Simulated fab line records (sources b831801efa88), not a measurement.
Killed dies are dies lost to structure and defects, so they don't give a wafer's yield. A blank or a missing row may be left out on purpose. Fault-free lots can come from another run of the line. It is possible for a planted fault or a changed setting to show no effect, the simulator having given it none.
Which tool was responsible? / flow sky130 / 39 wafers from 13 lots sampled at 4 of the route's 708 steps

WHAT THE GAUGES READ, wafer by wafer
SKY_CONTACT_BOW_MEAS_05. Usual: CONTACT_BOW gives 81 um (standard deviation 6.8).
lot=L775; measured=day 30 18:56; on=film_metro-04; CONTACT_BOW (um)=81 80 83; flag=
lot=L776; measured=day 31 02:58; on=film_metro-02; CONTACT_BOW (um)=86 91 81; flag=
lot=L779; measured=day 31 23:32; on=film_metro-04; CONTACT_BOW (um)=81 85 88; flag=
lot=L778; measured=day 32 01:07; on=film_metro-04; CONTACT_BOW (um)=82 80 84; flag=
lot=L781; measured=day 32 07:51; on=film_metro-04; CONTACT_BOW (um)=84 81 85; flag=
lot=L782; measured=day 32 19:56; on=film_metro-02; CONTACT_BOW (um)=88 76 83; flag=
lot=L783; measured=day 32 23:40; on=film_metro-02; CONTACT_BOW (um)=86 75 77; flag=
lot=L784; measured=day 33 10:30; on=film_metro-04; CONTACT_BOW (um)=88 78 83; flag=
lot=L785; measured=day 34 01:58; on=film_metro-04; CONTACT_BOW (um)=81 80 85; flag=
lot=L786; measured=day 34 05:16; on=film_metro-03; CONTACT_BOW (um)=77 78 84; flag=
lot=L788; measured=day 35 03:34; on=film_metro-02; CONTACT_BOW (um)=86 79 82; flag=
lot=L789; measured=day 35 07:20; on=film_metro-02; CONTACT_BOW (um)=94 94 81; flag=
lot=L796; measured=day 36 21:08; on=film_metro-02; CONTACT_BOW (um)=71 80 65; flag=

SKY_METAL1_OVL_MEAS_16. Usual: METAL1_OVL gives -1 nm (standard deviation 4.9).
lot=L775; measured=day 33 01:40; on=overlay-02; METAL1_OVL (nm)=0 -1 -9; flag=
lot=L776; measured=day 33 09:46; on=overlay-02; METAL1_OVL (nm)=5 4 3; flag=
lot=L779; measured=day 34 03:39; on=overlay-02; METAL1_OVL (nm)=6 3 5; flag=
lot=L778; measured=day 34 06:08; on=overlay-01; METAL1_OVL (nm)=10 -3 4; flag=
lot=L781; measured=day 34 14:52; on=overlay-02; METAL1_OVL (nm)=-2 -8 -7; flag=
lot=L782; measured=day 35 03:59; on=overlay-01; METAL1_OVL (nm)=-2 2 2; flag=
lot=L783; measured=day 35 06:52; on=overlay-02; METAL1_OVL (nm)=-9 -2 -3; flag=
lot=L784; measured=day 35 17:05; on=overlay-02; METAL1_OVL (nm)=5 -3 -6; flag=
lot=L785; measured=day 36 09:03; on=overlay-01; METAL1_OVL (nm)=6 -1; flag=
lot=L786; measured=day 36 12:12; on=overlay-02; METAL1_OVL (nm)=1; flag=
lot=L788; measured=day 37 08:40; on=overlay-02; METAL1_OVL (nm)=-2 -12 -1; flag=
lot=L789; measured=day 37 11:37; on=overlay-01; METAL1_OVL (nm)=3 -3 3; flag=
lot=L796; measured=day 39 02:44; on=overlay-02; METAL1_OVL (nm)=-5 -9 -7; flag=

WHAT TOOL EACH LOT RAN ON (gives the tool, then ch and the chambers of the sampled wafers, and finally the start)
lot=L775; SKY_CONTACT_STRIP_19=plasma_asher-04 ch 0,1, day 31 23:21; SKY_CONTACT_CMP_27=cmp-01 ch 0,1, day 32 00:31
lot=L776; SKY_CONTACT_STRIP_19=plasma_asher-04 ch 0,1, day 32 05:30; SKY_CONTACT_CMP_27=cmp-02 ch 0,2, day 32 06:39
lot=L779; SKY_CONTACT_STRIP_19=plasma_asher-04 ch 0,1, day 32 23:53; SKY_CONTACT_CMP_27=cmp-01 ch 0,1, day 33 00:48
lot=L778; SKY_CONTACT_STRIP_19=plasma_asher-02 ch 0,1, day 33 02:15; SKY_CONTACT_CMP_27=cmp-02 ch 1,2, day 33 03:17
lot=L781; SKY_CONTACT_STRIP_19=plasma_asher-04 ch 0,1, day 33 10:30; SKY_CONTACT_CMP_27=cmp-01 ch 1,2,3, day 33 11:29
lot=L782; SKY_CONTACT_STRIP_19=plasma_asher-04 ch 0, day 33 23:32; SKY_CONTACT_CMP_27=cmp-01 ch 0,3, day 34 00:32
lot=L783; SKY_CONTACT_STRIP_19=plasma_asher-02 ch 0,1, day 34 02:41; SKY_CONTACT_CMP_27=cmp-01 ch 0,1,2, day 34 03:38
lot=L784; SKY_CONTACT_STRIP_19=plasma_asher-02 ch 0,1, day 34 12:41; SKY_CONTACT_CMP_27=cmp-01 ch 1,2,3, day 34 13:41
lot=L785; SKY_CONTACT_STRIP_19=plasma_asher-04 ch 0,1, day 35 05:35; SKY_CONTACT_CMP_27=cmp-01 ch 0,3, day 35 06:52
lot=L786; SKY_CONTACT_STRIP_19=plasma_asher-02 ch 0,1, day 35 08:33; SKY_CONTACT_CMP_27=cmp-01 ch 0,2,3, day 35 09:38
lot=L788; SKY_CONTACT_STRIP_19=plasma_asher-02 ch 0, day 36 05:14; SKY_CONTACT_CMP_27=cmp-02 ch 1,2,3, day 36 06:16
lot=L789; SKY_CONTACT_STRIP_19=plasma_asher-02 ch 0,1, day 36 08:47; SKY_CONTACT_CMP_27=cmp-02 ch 0,2,3, day 36 09:46
lot=L796; SKY_CONTACT_STRIP_19=plasma_asher-02 ch 1, day 37 23:39; SKY_CONTACT_CMP_27=cmp-02 ch 1,3, day 38 01:07
- SKY_CONTACT_STRIP_19: strips in O2/N2.
- SKY_CONTACT_CMP_27: polishes, stops on SiO2, t overpolish 15 s, target thk 0 nm.

WHAT THE TOOLS THEMSELVES READ (means of the sampled wafers that have a number; where no wafer has one, the mark that the record gives instead)
SKY_CONTACT_STRIP_19. Usual: drypump_motor_current_A 5.9 A, standard deviation 0.38; oes_product_au 0.382 a.u., standard deviation 0.0053; strip_time_to_endpoint_s 3.64 s, standard deviation 0.035.
lot=L775; tool=plasma_asher-04; drypump_motor_current_A (A)=5.5; oes_product_au (a.u.)=0.383; strip_time_to_endpoint_s (s)=3.65; flag=
lot=L776; tool=plasma_asher-04; drypump_motor_current_A (A)=5.5; oes_product_au (a.u.)=0.379; strip_time_to_endpoint_s (s)=3.58; flag=
lot=L779; tool=plasma_asher-04; drypump_motor_current_A (A)=5.8; oes_product_au (a.u.)=0.381; strip_time_to_endpoint_s (s)=3.64; flag=
lot=L778; tool=plasma_asher-02; drypump_motor_current_A (A)=5.9; oes_product_au (a.u.)=0.384; strip_time_to_endpoint_s (s)=3.68; flag=
lot=L781; tool=plasma_asher-04; drypump_motor_current_A (A)=5.8; oes_product_au (a.u.)=0.384; strip_time_to_endpoint_s (s)=3.66; flag=
lot=L782; tool=plasma_asher-04; drypump_motor_current_A (A)=6.0; oes_product_au (a.u.)=0.381; strip_time_to_endpoint_s (s)=3.68; flag=
lot=L783; tool=plasma_asher-02; drypump_motor_current_A (A)=6.0; oes_product_au (a.u.)=0.384; strip_time_to_endpoint_s (s)=3.67; flag=
lot=L784; tool=plasma_asher-02; drypump_motor_current_A (A)=6.0; oes_product_au (a.u.)=0.377; strip_time_to_endpoint_s (s)=3.65; flag=
lot=L785; tool=plasma_asher-04; drypump_motor_current_A (A)=5.5; oes_product_au (a.u.)=0.380; strip_time_to_endpoint_s (s)=3.64; flag=
lot=L786; tool=plasma_asher-02; drypump_motor_current_A (A)=5.9; oes_product_au (a.u.)=0.382; strip_time_to_endpoint_s (s)=3.62; flag=
lot=L788; tool=plasma_asher-02; drypump_motor_current_A (A)=5.8; oes_product_au (a.u.)=0.385; strip_time_to_endpoint_s (s)=3.60; flag=
lot=L789; tool=plasma_asher-02; drypump_motor_current_A (A)=5.9; oes_product_au (a.u.)=0.382; strip_time_to_endpoint_s (s)=3.59; flag=
lot=L796; tool=plasma_asher-02; drypump_motor_current_A (A)=6.1; oes_product_au (a.u.)=0.373; strip_time_to_endpoint_s (s)=3.60; flag=

SKY_CONTACT_CMP_27. Usual: motor_current_A 11.0 A, standard deviation 1.3; overpolish_run_s 15.002 s, standard deviation 0.0092; slurry_filter_dp_kPa 13.49 kPa, standard deviation 0.17; time_to_endpoint_s 83 s, standard deviation 3.5.
lot=L775; tool=cmp-01; motor_current_A (A)=10.8; overpolish_run_s (s)=15.008; slurry_filter_dp_kPa (kPa)=13.48; time_to_endpoint_s (s)=79; flag=
lot=L776; tool=cmp-02; motor_current_A (A)=12.1; overpolish_run_s (s)=15.005; slurry_filter_dp_kPa (kPa)=13.46; time_to_endpoint_s (s)=84; flag=
lot=L779; tool=cmp-01; motor_current_A (A)=10.8; overpolish_run_s (s)=15.005; slurry_filter_dp_kPa (kPa)=13.28; time_to_endpoint_s (s)=85; flag=
lot=L778; tool=cmp-02; motor_current_A (A)=10.8; overpolish_run_s (s)=15.004; slurry_filter_dp_kPa (kPa)=13.37; time_to_endpoint_s (s)=82; flag=
lot=L781; tool=cmp-01; motor_current_A (A)=10.3; overpolish_run_s (s)=15.002; slurry_filter_dp_kPa (kPa)=13.60; time_to_endpoint_s (s)=83; flag=
lot=L782; tool=cmp-01; motor_current_A (A)=11.1; overpolish_run_s (s)=14.995; slurry_filter_dp_kPa (kPa)=13.65; time_to_endpoint_s (s)=81; flag=
lot=L783; tool=cmp-01; motor_current_A (A)=10.8; overpolish_run_s (s)=14.998; slurry_filter_dp_kPa (kPa)=13.50; time_to_endpoint_s (s)=81; flag=
lot=L784; tool=cmp-01; motor_current_A (A)=10.5; overpolish_run_s (s)=15.007; slurry_filter_dp_kPa (kPa)=13.55; time_to_endpoint_s (s)=80; flag=
lot=L785; tool=cmp-01; motor_current_A (A)=10.9; overpolish_run_s (s)=10.016; slurry_filter_dp_kPa (kPa)=13.38; time_to_endpoint_s (s)=98; flag=OFF
lot=L786; tool=cmp-01; motor_current_A (A)=10.8; overpolish_run_s (s)=5.030; slurry_filter_dp_kPa (kPa)=13.46; time_to_endpoint_s (s)=111; flag=OFF
lot=L788; tool=cmp-02; motor_current_A (A)=10.8; overpolish_run_s (s)=14.995; slurry_filter_dp_kPa (kPa)=13.54; time_to_endpoint_s (s)=84; flag=
lot=L789; tool=cmp-02; motor_current_A (A)=11.4; overpolish_run_s (s)=15.003; slurry_filter_dp_kPa (kPa)=13.76; time_to_endpoint_s (s)=84; flag=
lot=L796; tool=cmp-02; motor_current_A (A)=10.4; overpolish_run_s (s)=15.004; slurry_filter_dp_kPa (kPa)=13.44; time_to_endpoint_s (s)=84; flag=

THE ANSWER, worked out from the rows above alone
Rule: a lot is off if the mean of its wafers that have a number lies more than 3 standard deviations from the usual mean. Also off: a lot with no number at a reading for which 4 or more lots have one. Any other lot the step has rows for is counted as sound. First the gauges in route order, then the tools' own readings, where a lot's mean is used as printed above. The first step at which some lot is off is used, and at that step the reading that is off furthest; a lot without a number counts as furthest.
Off at SKY_CONTACT_CMP_27 (overpolish_run_s): L785, L786.
If a tool, at that step or one of the process steps before it, ran each lot that is off and ran no sound lot following the first of them, it fits. One candidate fits, namely cmp-01 at SKY_CONTACT_CMP_27. Its last sound lot is L784 (day 34 13:41), its first lot that is off L785 (day 35 06:52): a fault that began between those two fits.
The tool's own readings at SKY_CONTACT_CMP_27 bear it out: on the lots that are off they differ by more than 5 times the standard deviation of the sound lots' means. overpolish_run_s reads 7.523 s there against 15.002 s on the sound lots; time_to_endpoint_s reads 104 s there against 82 s on the sound lots.

WHAT HAD BEEN PUT IN BY THE SIMULATOR
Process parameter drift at SKY_CONTACT_CMP_27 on cmp-01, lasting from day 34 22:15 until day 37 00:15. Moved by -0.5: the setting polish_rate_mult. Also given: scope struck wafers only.
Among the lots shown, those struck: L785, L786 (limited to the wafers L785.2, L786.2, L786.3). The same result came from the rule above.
